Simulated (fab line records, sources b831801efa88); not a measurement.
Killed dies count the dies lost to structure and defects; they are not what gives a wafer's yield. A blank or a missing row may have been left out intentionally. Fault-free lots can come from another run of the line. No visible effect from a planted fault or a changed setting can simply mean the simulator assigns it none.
fab line records	flow sfq_line
[record] lots = 5	wafers = 23
route steps=325 shown M1@66 I1@74 M2@89 I2@104
start_h: the number of hours between the record's first day and the start of the first shown wafer of the lot	wait_h: hours since the lot's step before	" unchanged from the row above	L1.1+2: several wafers, shown together as one row	- no value, or no start was given	* or withheld: withheld	< > ~ a bound
route shown NAME@n: names a module that has steps shown in the file, with the first one's number in the route	usual: mean and standard deviation over wafers with no fault	same: alike in all rows	chamber/n: place in a boat	sites: per-site readings	_std_site: their standard deviation	_edge_site: mean of outer sites minus mean of inner sites	radius_mm: for every site, how far away it sits from the centre of the wafer	mask NAME#n: copy n	behind: tool/chamber where the wafer was last shaped	hold: why the lot was held/for how many hours/how that ended	device: which transistor (n, p or np) failed to switch	end of line: at the end of the route, the tests of the same wafers	a step given without rows: its recipe and nothing more	killed: the dies lost at the first sort to structure and to defects; this is not the yield of the wafer	map: shows each die of a wafer: x if killed, . if not, _ if none is there
set.NAME: the setting the step ran with; set.NAME@STEP: the setting that earlier step ran with	model.NAME: the simulator's own value behind a step, which no gauge read
one table per step and one row per wafer, for lots whose settings were changed on purpose
[[steps]]
[step SFQ_TRILAYER_M1_LITHO_PEB_042]
[recipe] peb_temp_c = 115	peb_time_s = 60	resist = KrF
lot.wafer	tool	chamber	start_h	wait_h	set.peb_temp_c
L074.1+2+3+4+5	litho_track-04	0	328.05	1.0	115
L075.1+2+4	litho_track-01	0	329.25	1.0	115
L079.1+3+6	litho_track-01	0	566.17	1.0	113.3
L079.4+5	"	0	"	"	115
L081.2+3+6	litho_track-04	0	587.22	0.8	116.8
L081.4+5	"	0	"	"	115
L084.1+2+3	litho_track-02	0	639.67	1.0	115
L084.4+5	"	0	"	"	112.5
[step SFQ_TRILAYER_M1_LITHO_DEVELOP_041]
[recipe] time_s = 60	resist = KrF
[step SFQ_TRILAYER_M1_BARC_OPEN_METAL_ETCH_054]
[recipe] mask_material = PR	chemistry = O2	target_depth_nm = 125	target = BARC	icp_w = 600	bias_w = 80	pressure_mtorr = 10	time_s = 41.7
lot.wafer	tool	chamber	start_h	wait_h	set.peb_temp_c@TRILAYER_M1_LITHO_PEB_042	model.M1.cd_nm
L074.1	rie_metal-03	0	328.38	0.0	115	498.7
L074.2	"	1	"	"	115	500.2
L074.3	"	1	"	"	115	500.8
L074.4	"	0	"	"	115	498
L074.5	"	1	"	"	115	499.8
L075.1	rie_metal-04	1	329.58	0.0	115	499.8
L075.2	"	0	"	"	115	499.1
L075.4	"	1	"	"	115	498.8
L079.1	rie_metal-03	0	566.51	0.0	113.3	532.5
L079.3	"	0	"	"	113.3	531.6
L079.4	"	1	"	"	115	502.1
L079.5	"	0	"	"	115	500
L079.6	"	1	"	"	113.3	534.7
L081.2	rie_metal-03	1	587.53	0.0	116.8	472.6
L081.3	"	0	"	"	116.8	469.1
L081.4	"	1	"	"	115	502
L081.5	"	0	"	"	115	500.7
L081.6	"	1	"	"	116.8	472.1
L084.1	rie_metal-03	0	640.00	0.0	115	500.5
L084.2	"	1	"	"	115	500.2
L084.3	"	0	"	"	115	500.6
L084.4	"	1	"	"	112.5	551
L084.5	"	0	"	"	112.5	548.5
[step SFQ_TRILAYER_M1_ETCH_METAL_ETCH_042]
[recipe] target = Nb	stop_on = SiO2	mask_material = PR	chemistry = Cl2/Ar	target_depth_nm = 240	icp_w = 617.6	bias_w = 80	pressure_mtorr = 10	time_s = 120
lot.wafer	tool	chamber	start_h	wait_h	set.peb_temp_c@TRILAYER_M1_LITHO_PEB_042	model.M1.cd_nm
L074.1	rie_metal-03	0	328.44	0.0	115	499.8
L074.2+5	"	1	"	"	115	500.1
L074.3	"	1	"	"	115	500.3
L074.4	"	0	"	"	115	497.9
L075.1	rie_metal-04	1	329.64	0.0	115	498.3
L075.2	"	0	"	"	115	495.5
L075.4	"	1	"	"	115	498.4
L079.1	rie_metal-03	0	566.56	0.0	113.3	534
L079.3	"	0	"	"	113.3	533.2
L079.4	"	1	"	"	115	503.4
L079.5	"	0	"	"	115	500.8
L079.6	"	1	"	"	113.3	535.8
L081.2	rie_metal-03	1	587.59	0.0	116.8	473.7
L081.3	"	0	"	"	116.8	470.7
L081.4	"	1	"	"	115	502.7
L081.5	"	0	"	"	115	501.9
L081.6	"	1	"	"	116.8	473.2
L084.1	rie_metal-03	0	640.06	0.0	115	501.7
L084.2	"	1	"	"	115	502.3
L084.3	"	0	"	"	115	501.8
L084.4	"	1	"	"	112.5	552.7
L084.5	"	0	"	"	112.5	548.5
[step SFQ_TRILAYER_I1_CMP_CMP_046]
[recipe] material = SiO2	down_force_psi = 3	platen_rpm = 60	pad_velocity_m_s = 0.94248
lot.wafer	tool	chamber	start_h	wait_h	set.leave_above_ref_nm	model.SiO2_of_TRILAYER_I1_DEP_PECVD_045.thk_nm
L074.4	cmp-02	1	339.50	10.1	200	200
L074.3	"	2	"	"	200	197.9
L074.1	"	3	"	"	200	201
L074.2	"	0	"	"	200	200.2
L074.5	"	2	342.00	12.6	200	196.9
L075.1	cmp-01	3	341.31	10.7	200	198.9
L075.4	"	1	342.31	11.7	200	199.9
L075.2	"	2	"	"	200	199.7
L079.4	cmp-01	0	567.56	0.0	200	199.4
L079.1	"	2	568.56	1.0	200	199.1
L079.3	"	3	"	"	214	214.1
L079.6	"	0	"	"	214	212.2
L079.5	"	1	"	"	200	200.2
L081.3	cmp-01	2	588.84	0.3	200	199.7
L081.4	"	0	589.84	1.3	200	199.9
L081.2	"	1	"	"	190.7	191.9
L081.5	"	2	"	"	190.7	192.1
L081.6	"	3	"	"	190.7	190.9
L084.1	cmp-01	0	641.04	0.0	200	199.7
L084.2	"	1	"	"	200	201.7
L084.4	"	2	"	"	204.6	205.1
L084.3	"	3	"	"	204.6	204.7
L084.5	"	0	"	"	204.6	203.5
[step SFQ_TRILAYER_I1_METRO_MEASURE_047]
[usual] thk_nm = 199.7/1.1
lot.wafer	tool	chamber	start_h	wait_h	set.leave_above_ref_nm@TRILAYER_I1_CMP_CMP_046	thk_nm
L074.1	film_metro-02	-	342.62	0.1	200	201.1
L074.2	"	-	"	"	200	200.2
L074.3	"	-	"	"	200	197.9
L074.4	"	-	"	"	200	199.8
L074.5	"	-	"	"	200	196.8
L075.1	film_metro-01	-	344.43	0.1	200	199.0
L075.2	"	-	"	"	200	199.7
L075.4	"	-	"	"	200	199.9
L079.1	film_metro-04	-	570.68	0.1	200	199.0
L079.3	"	-	"	"	214	214.0
L079.4	"	-	"	"	200	199.3
L079.5	"	-	"	"	200	200.2
L079.6	"	-	"	"	214	212.2
L081.2	film_metro-02	-	592.16	0.3	190.7	192.0
L081.3	"	-	"	"	200	199.6
L081.4	"	-	"	"	200	199.8
L081.5	"	-	"	"	190.7	192.2
L081.6	"	-	"	"	190.7	190.8
L084.1	film_metro-01	-	644.16	0.1	200	199.7
L084.2	"	-	"	"	200	201.7
L084.3	"	-	"	"	204.6	204.4
L084.4	"	-	"	"	204.6	205.3
L084.5	"	-	"	"	204.6	203.6
[step SFQ_TRILAYER_I1_VIA_LITHO_COAT_049]
[recipe] resist = KrF	spin_rpm = 3000	resist_thk_nm = 650
lot.wafer	tool	chamber	start_h	wait_h	set.spin_rpm	model.KrF_of_TRILAYER_I1_VIA_LITHO_COAT_049.thk_nm
L074.1	litho_track-02	0	344.12	0.2	3183	631.5
L074.2	"	0	"	"	3183	629.5
L074.3	"	0	"	"	3183	631.2
L074.4	"	0	"	"	3000	652.2
L074.5	"	0	"	"	3000	650.1
L075.1	litho_track-02	0	345.93	0.2	3000	651.1
L075.2	"	0	"	"	3000	651.8
L075.4	"	0	"	"	3000	654.3
L079.1	litho_track-04	0	572.18	0.2	3074	640.3
L079.3	"	0	"	"	3074	641.5
L079.4	"	0	"	"	3074	640.9
L079.5	"	0	"	"	3000	647.8
L079.6	"	0	"	"	3000	648.8
L081.2	litho_track-02	0	593.51	0.2	2847	662.7
L081.3	"	0	"	"	3000	646.3
L081.4	"	0	"	"	3000	646.4
L081.5	"	0	"	"	3000	647.6
L081.6	"	0	"	"	2847	663.1
L084.1	litho_track-03	0	645.66	0.2	3000	650.8
L084.2+4	"	0	"	"	2899	661.2
L084.3	"	0	"	"	2899	661.8
L084.5	"	0	"	"	3000	650.4
[step SFQ_TRILAYER_I1_VIA_LITHO_SOFTBAKE_053]
[recipe] temp_c = withheld	time_s = withheld	resist = KrF
[step SFQ_TRILAYER_I1_VIA_LITHO_EXPOSE_050]
[recipe] mask_id = I1	na = 0.6	source_shape = conventional	sigma_outer = 0.65	target_cd_nm = 500	dose_mj = 21.74
[step SFQ_TRILAYER_I1_VIA_LITHO_DEVELOP_051]
[recipe] time_s = 60	resist = KrF
[step SFQ_TRILAYER_I1_VIA_BARC_OPEN_VIA_ETCH_071]
[recipe] mask_material = PR	chemistry = O2	target_depth_nm = 125	target = BARC	source_w = 500	bias_w = 80	pressure_mtorr = 30	time_s = 41.7
lot.wafer	tool	chamber	start_h	wait_h	set.spin_rpm@TRILAYER_I1_VIA_LITHO_COAT_049	model.KrF_of_TRILAYER_I1_VIA_LITHO_COAT_049.thk_nm
L074.1	rie_diel-04	1	475.41	0.0	3183	554.4
L074.2	"	3	"	"	3183	550.9
L074.3	"	2	"	"	3183	552.8
L074.4	"	0	"	"	3000	574.2
L074.5	"	1	"	"	3000	573
L075.1	rie_diel-01	0	476.61	0.0	3000	573
L075.2	"	3	"	"	3000	575
L075.4	"	1	"	"	3000	576.9
L079.1	rie_diel-02	3	574.33	0.0	3074	563.6
L079.3	"	2	"	"	3074	565.4
L079.4	"	0	"	"	3074	564.6
L079.5	"	0	"	"	3000	571.8
L079.6	"	3	"	"	3000	571.7
L081.2	rie_diel-02	2	601.48	0.0	2847	584.3
L081.3	"	0	"	"	3000	568.8
L081.4	"	3	"	"	3000	568.3
L081.5	"	3	"	"	3000	569.8
L081.6	"	0	"	"	2847	585.4
L084.1	rie_diel-02	1	647.65	0.0	3000	574.2
L084.2	"	0	"	"	2899	584.5
L084.3	"	3	"	"	2899	585
L084.4	"	1	"	"	2899	584.7
L084.5	"	0	"	"	3000	573.8
[step SFQ_TRILAYER_I1_VIA_ETCH_VIA_ETCH_052]
[recipe] target = SiO2	stop_on = Nb	mask_material = PR	taper_deg = 20	chemistry = CHF3	target_depth_nm = 260	source_w = 500	bias_w = 80	pressure_mtorr = 30	time_s = withheld
[usual] oes_product_au = 0.854/0.0051
lot.wafer	tool	chamber	start_h	wait_h	set.leave_above_ref_nm@TRILAYER_I1_CMP_CMP_046	oes_product_au	model.etch.depth_nm	model.I1.feature_depth_nm
L074.1	rie_diel-04	1	475.45	0.0	200	0.862	-	201
L074.2	"	3	"	"	200	0.854	-	200.2
L074.3	"	2	"	"	200	0.848	-	197.9
L074.4	"	0	"	"	200	0.857	-	200
L074.5	"	1	"	"	200	0.841	-	196.9
L075.1	rie_diel-01	0	476.65	0.0	200	0.863	198.9	198.9
L075.2	"	3	"	"	200	0.859	199.7	199.7
L075.4	"	1	"	"	200	0.856	199.9	199.9
L079.1	rie_diel-02	3	574.37	0.0	200	0.852	199.1	199.1
L079.3	"	2	"	"	214	0.889	214.1	214.1
L079.4	"	0	"	"	200	0.851	199.4	199.4
L079.5	"	0	"	"	200	0.851	-	200.2
L079.6	"	3	"	"	214	0.879	-	212.2
L081.2	rie_diel-02	2	601.52	0.0	190.7	0.833	-	191.9
L081.3	"	0	"	"	200	0.856	-	199.7
L081.4	"	3	"	"	200	0.858	199.9	199.9
L081.5	"	3	"	"	190.7	0.836	-	192.1
L081.6	"	0	"	"	190.7	0.835	190.9	190.9
L084.1	rie_diel-02	1	647.69	0.0	200	0.852	199.7	199.7
L084.2	"	0	"	"	200	0.862	-	201.7
L084.3	"	3	"	"	204.6	0.868	-	204.7
L084.4	"	1	"	"	204.6	0.869	205.1	205.1
L084.5	"	0	"	"	204.6	0.864	-	203.5
[step SFQ_TRILAYER_M2_DEP_SPUTTER_055]
[recipe] material = Nb	base_pressure_pa = 1.33e-06	chamber_pressure_pa = 0.1333	substrate_temp_c = 20	resputter_cathode_voltage_v = 400	target_thk_nm = 200	power_w = 2000	time_s = 133.3
lot.wafer	tool	chamber	start_h	wait_h	set.time_s	model.Nb_of_TRILAYER_M2_DEP_SPUTTER_055.thk_nm
L074.1	pvd_sputter-03	-	476.36	0.0	133.3	202.3
L074.2	"	-	"	"	144	220.7
L074.3	"	-	"	"	133.3	198.8
L074.4	"	-	"	"	144	221.6
L074.5	"	-	"	"	144	215.4
L075.1	pvd_sputter-04	-	477.60	0.0	133.3	195.4
L075.2	"	-	"	"	133.3	198.2
L075.4	"	-	"	"	133.3	198.4
L079.1	pvd_sputter-03	-	575.29	0.0	133.3	199.8
L079.3	"	-	"	"	133.3	203.3
L079.4	"	-	"	"	133.3	197.5
L079.5	"	-	"	"	133.3	201.6
L079.6	"	-	"	"	133.3	199.1
L081.2	pvd_sputter-05	-	603.04	0.0	123	185.4
L081.3	"	-	"	"	123	177.1
L081.4	"	-	"	"	133.3	195.2
L081.5	"	-	"	"	123	179.1
L081.6	"	-	"	"	133.3	201.4
L084.1	pvd_sputter-05	-	648.61	0.0	133.3	197
L084.2	"	-	"	"	146.1	217.6
L084.3	"	-	"	"	146.1	210.9
L084.4	"	-	"	"	133.3	195.1
L084.5	"	-	"	"	146.1	212.6
[step SFQ_M2_RS_MEAS_914]
[recipe] thk_meas_gauge = four-point-probe	reads = Nb_of_TRILAYER_M2_DEP_SPUTTER_055
[usual] M2_NB_RS = 0.894/0.014
lot.wafer	tool	chamber	start_h	wait_h	set.time_s@TRILAYER_M2_DEP_SPUTTER_055	M2_NB_RS[ohm/sq]
L074.1	film_metro-01	-	476.45	0.0	133.3	0.883
L074.2	"	-	"	"	144	0.807
L074.3	"	-	"	"	133.3	0.898
L074.4	"	-	"	"	144	0.804
L074.5	"	-	"	"	144	0.827
L075.1	film_metro-03	-	477.69	0.0	133.3	0.910
L075.2	"	-	"	"	133.3	0.895
L075.4	"	-	"	"	133.3	0.897
L079.1	film_metro-01	-	575.38	0.0	133.3	0.891
L079.3	"	-	"	"	133.3	0.876
L079.4	"	-	"	"	133.3	0.901
L079.5	"	-	"	"	133.3	0.886
L079.6	"	-	"	"	133.3	0.896
L081.2	film_metro-02	-	603.15	0.1	123	0.960
L081.3	"	-	"	"	123	1.007
L081.4	"	-	"	"	133.3	0.911
L081.5	"	-	"	"	123	0.996
L081.6	"	-	"	"	133.3	0.883
L084.1	film_metro-02	-	648.70	0.0	133.3	0.904
L084.2	"	-	"	"	146.1	0.816
L084.3	"	-	"	"	146.1	0.845
L084.4	"	-	"	"	133.3	0.913
L084.5	"	-	"	"	146.1	0.836
[step SFQ_TRILAYER_M2_LITHO_COAT_062]
[recipe] resist = BARC	spin_rpm = 3000	resist_thk_nm = 62
lot.wafer	tool	chamber	start_h	wait_h	set.resist_thk_nm	model.BARC_of_TRILAYER_M2_LITHO_COAT_062.thk_nm
L074.1+4	litho_track-01	0	476.63	0.1	59.85	60
L074.2	"	0	"	"	62	62.16
L074.3	"	0	"	"	62	62.14
L074.5	"	0	"	"	59.85	59.99
L075.1	litho_track-03	0	477.87	0.1	62	61.73
L075.2	"	0	"	"	62	61.77
L075.4	"	0	"	"	62	61.78
L079.1	litho_track-02	0	575.56	0.1	62	61.99
L079.3	"	0	"	"	63.61	63.56
L079.4	"	0	"	"	63.61	63.54
L079.5	"	0	"	"	62	61.97
L079.6	"	0	"	"	63.61	63.65
L081.2	litho_track-03	0	603.36	0.1	62	62.26
L081.3	"	0	"	"	62	62.13
L081.4	"	0	"	"	62	62.19
L081.5	"	0	"	"	62	62.12
L081.6	"	0	"	"	62	62.06
L084.1	litho_track-02	0	648.88	0.1	62	62.23
L084.2	"	0	"	"	62	62.2
L084.3	"	0	"	"	63.76	63.87
L084.4	"	0	"	"	62	62.12
L084.5	"	0	"	"	63.76	63.83
[step SFQ_TRILAYER_M2_ETCH_METAL_ETCH_060]
[recipe] target = Nb	stop_on = SiO2	mask_material = PR	chemistry = Cl2/Ar	target_depth_nm = 240	icp_w = 600	bias_w = 80	pressure_mtorr = 10	time_s = 120
[usual] oes_product_au = 0.892/0.0097
lot.wafer	tool	chamber	start_h	wait_h	set.bias_w	set.time_s@TRILAYER_M2_DEP_SPUTTER_055	oes_product_au
L074.1	rie_metal-01	0	641.26	0.0	83.73	133.3	0.901
L074.2	"	1	"	"	80	144	0.959
L074.3	"	1	"	"	80	133.3	0.891
L074.4	"	0	"	"	83.73	144	0.952
L074.5	"	1	"	"	80	144	0.928
L075.1	rie_metal-04	1	642.46	0.0	80	133.3	0.885
L075.2	"	0	"	"	80	133.3	0.891
L075.4	"	1	"	"	80	133.3	0.891
L079.1	rie_metal-01	0	736.42	0.0	80	133.3	0.904
L079.3	"	0	"	"	80	133.3	0.900
L079.4	"	1	"	"	86.92	133.3	0.889
L079.5	"	0	"	"	86.92	133.3	0.900
L079.6	"	1	"	"	86.92	133.3	0.888
L081.2	rie_metal-02	0	757.58	0.0	80	123	0.852
L081.3	"	0	"	"	80	123	0.838
L081.4	"	1	"	"	80	133.3	0.879
L081.5	"	0	"	"	80	123	0.840
L081.6	"	1	"	"	80	133.3	0.893
L084.1	rie_metal-04	1	796.66	0.0	80	133.3	0.888
L084.2	"	0	"	"	80	146.1	0.940
L084.3	"	0	"	"	80	146.1	0.925
L084.4	"	1	"	"	80	133.3	0.884
L084.5	"	1	"	"	80	146.1	0.923
[step SFQ_TRILAYER_I2_CMP_CMP_064]
[recipe] material = SiO2	down_force_psi = 3	platen_rpm = 60	pad_velocity_m_s = 0.94248
lot.wafer	tool	chamber	start_h	wait_h	set.leave_above_ref_nm	model.SiO2_of_TRILAYER_I2_DEP_PECVD_063.thk_nm
L074.4	cmp-02	1	642.24	0.0	200	200.1
L074.3	"	2	"	"	208.6	204.9
L074.2	"	3	"	"	200	201.3
L074.1	"	0	"	"	208.6	208.4
L074.5	"	1	"	"	208.6	208.6
L075.2	cmp-01	0	644.04	0.6	200	200
L075.4	"	1	"	"	200	198.7
L075.1	"	3	645.54	2.1	200	199.4
L079.4	cmp-02	2	738.00	0.6	200	199
L079.3	"	3	"	"	190.6	191.7
L079.1	"	0	"	"	200	200.1
L079.5	"	2	740.00	2.6	190.6	189.2
L079.6	"	3	"	"	190.6	192
L081.2	cmp-01	1	761.70	3.2	200	200.2
L081.4	"	2	"	"	200	199
L081.3	"	3	"	"	213	212.3
L081.5	"	0	"	"	213	211.4
L081.6	"	1	"	"	200	199.5
L084.2	cmp-01	3	809.20	11.6	200	197.7
L084.4	"	0	"	"	200	196.4
L084.3	"	1	"	"	200	198.8
L084.1	"	2	"	"	200	197.5
L084.5	"	3	"	"	200	197.9
[step SFQ_TRILAYER_I2_METRO_MEASURE_065]
[usual] thk_nm = 199.5/1.2
lot.wafer	tool	chamber	start_h	wait_h	set.leave_above_ref_nm@TRILAYER_I2_CMP_CMP_064	thk_nm
L074.1	film_metro-04	-	645.36	0.1	208.6	208.4
L074.2	"	-	"	"	200	201.3
L074.3	"	-	"	"	208.6	204.9
L074.4	"	-	"	"	200	200.2
L074.5	"	-	"	"	208.6	208.7
L075.1	film_metro-03	-	647.16	0.1	200	199.5
L075.2	"	-	"	"	200	200.0
L075.4	"	-	"	"	200	198.5
L079.1	film_metro-04	-	741.12	0.1	200	200.1
L079.3	"	-	"	"	190.6	191.8
L079.4	"	-	"	"	200	199.2
L079.5	"	-	"	"	190.6	189.2
L079.6	"	-	"	"	190.6	191.9
L081.2	film_metro-04	-	764.52	0.3	200	200.3
L081.3	"	-	"	"	213	212.2
L081.4	"	-	"	"	200	199.0
L081.5	"	-	"	"	213	211.3
L081.6	"	-	"	"	200	199.4
L084.1	film_metro-03	-	812.32	0.1	200	197.5
L084.2	"	-	"	"	200	197.8
L084.3	"	-	"	"	200	198.8
L084.4	"	-	"	"	200	196.4
L084.5	"	-	"	"	200	197.9
[step SFQ_TRILAYER_I2_VIA_LITHO_COAT_067]
[recipe] resist = KrF	spin_rpm = 3000	resist_thk_nm = 650
lot.wafer	tool	chamber	start_h	wait_h	set.spin_rpm	model.KrF_of_TRILAYER_I2_VIA_LITHO_COAT_067.thk_nm
L074.1	litho_track-04	0	646.86	0.2	3000	653.6
L074.2	"	0	"	"	3000	653
L074.3	"	0	"	"	3000	653.8
L074.4	"	0	"	"	3143	637.9
L074.5	"	0	"	"	3143	638.1
L075.1	litho_track-04	0	648.66	0.2	3000	649.8
L075.2	"	0	"	"	3000	649
L075.4	"	0	"	"	3000	648.9
L079.1	litho_track-03	0	742.62	0.2	3000	651.9
L079.3	"	0	"	"	2776	676.7
L079.4	"	0	"	"	3000	652.4
L079.5	"	0	"	"	2776	674.1
L079.6	"	0	"	"	3000	651.8
L081.2	litho_track-01	0	765.87	0.2	3000	649.9
L081.3	"	0	"	"	3000	650.1
L081.4	"	0	"	"	3000	652.2
L081.5	"	0	"	"	3000	649.1
L081.6	"	0	"	"	3000	650
L084.1	litho_track-01	0	813.82	0.2	3159	635.6
L084.2	"	0	"	"	3159	634.4
L084.3	"	0	"	"	3000	651
L084.4	"	0	"	"	3000	654.4
L084.5	"	0	"	"	3159	634.9
[[key]]
[split] step = SFQ_TRILAYER_M1_LITHO_PEB_042	setting = peb_temp_c	stated = 115	by = wafer
[response] step = SFQ_TRILAYER_M1_BARC_OPEN_METAL_ETCH_054	reading = model.M1.cd_nm	change = -21.5	per = 1%	r = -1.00
[response] step = SFQ_TRILAYER_M1_ETCH_METAL_ETCH_042	reading = model.M1.cd_nm	change = -21.4	per = 1%	r = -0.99
[split] step = SFQ_TRILAYER_I1_CMP_CMP_046	setting = leave_above_ref_nm	stated = 200	by = wafer
[response] step = SFQ_TRILAYER_I1_CMP_CMP_046	reading = model.SiO2_of_TRILAYER_I1_DEP_PECVD_045.thk_nm	change = +1.87	per = 1%	r = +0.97
[response] step = SFQ_TRILAYER_I1_METRO_MEASURE_047	reading = thk_nm	change = +1.86	per = 1%	r = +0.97
[response] step = SFQ_TRILAYER_I1_VIA_ETCH_VIA_ETCH_052	reading = oes_product_au	change = +0.00466	per = 1%	r = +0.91
[response] step = SFQ_TRILAYER_I1_VIA_ETCH_VIA_ETCH_052	reading = model.etch.depth_nm	change = +2.1	per = 1%	r = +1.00
[response] step = SFQ_TRILAYER_I1_VIA_ETCH_VIA_ETCH_052	reading = model.I1.feature_depth_nm	change = +1.87	per = 1%	r = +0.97
[split] step = SFQ_TRILAYER_I1_VIA_LITHO_COAT_049	setting = spin_rpm	stated = 3000	by = wafer
[response] step = SFQ_TRILAYER_I1_VIA_LITHO_COAT_049	reading = model.KrF_of_TRILAYER_I1_VIA_LITHO_COAT_049.thk_nm	change = -3.24	per = 1%	r = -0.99
[response] step = SFQ_TRILAYER_I1_VIA_BARC_OPEN_VIA_ETCH_071	reading = model.KrF_of_TRILAYER_I1_VIA_LITHO_COAT_049.thk_nm	change = -3.26	per = 1%	r = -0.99
[split] step = SFQ_TRILAYER_M2_DEP_SPUTTER_055	setting = time_s	stated = 133.3	by = wafer
[response] step = SFQ_TRILAYER_M2_DEP_SPUTTER_055	reading = model.Nb_of_TRILAYER_M2_DEP_SPUTTER_055.thk_nm	change = +2.11	per = 1%	r = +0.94
[response] step = SFQ_M2_RS_MEAS_914	reading = M2_NB_RS	change = -0.00948	per = 1%	r = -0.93
[response] step = SFQ_TRILAYER_M2_ETCH_METAL_ETCH_060	reading = oes_product_au	change = +0.00533	per = 1%	r = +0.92
[split] step = SFQ_TRILAYER_M2_LITHO_COAT_062	setting = resist_thk_nm	stated = 62	by = wafer
[response] step = SFQ_TRILAYER_M2_LITHO_COAT_062	reading = model.BARC_of_TRILAYER_M2_LITHO_COAT_062.thk_nm	change = +0.609	per = 1%	r = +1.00
[split] step = SFQ_TRILAYER_M2_ETCH_METAL_ETCH_060	setting = bias_w	stated = 80	by = wafer
response none clear
[split] step = SFQ_TRILAYER_I2_CMP_CMP_064	setting = leave_above_ref_nm	stated = 200	by = wafer
[response] step = SFQ_TRILAYER_I2_CMP_CMP_064	reading = model.SiO2_of_TRILAYER_I2_DEP_PECVD_063.thk_nm	change = +1.79	per = 1%	r = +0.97
[response] step = SFQ_TRILAYER_I2_METRO_MEASURE_065	reading = thk_nm	change = +1.79	per = 1%	r = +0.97
[split] step = SFQ_TRILAYER_I2_VIA_LITHO_COAT_067	setting = spin_rpm	stated = 3000	by = wafer
[response] step = SFQ_TRILAYER_I2_VIA_LITHO_COAT_067	reading = model.KrF_of_TRILAYER_I2_VIA_LITHO_COAT_067.thk_nm	change = -3.21	per = 1%	r = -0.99
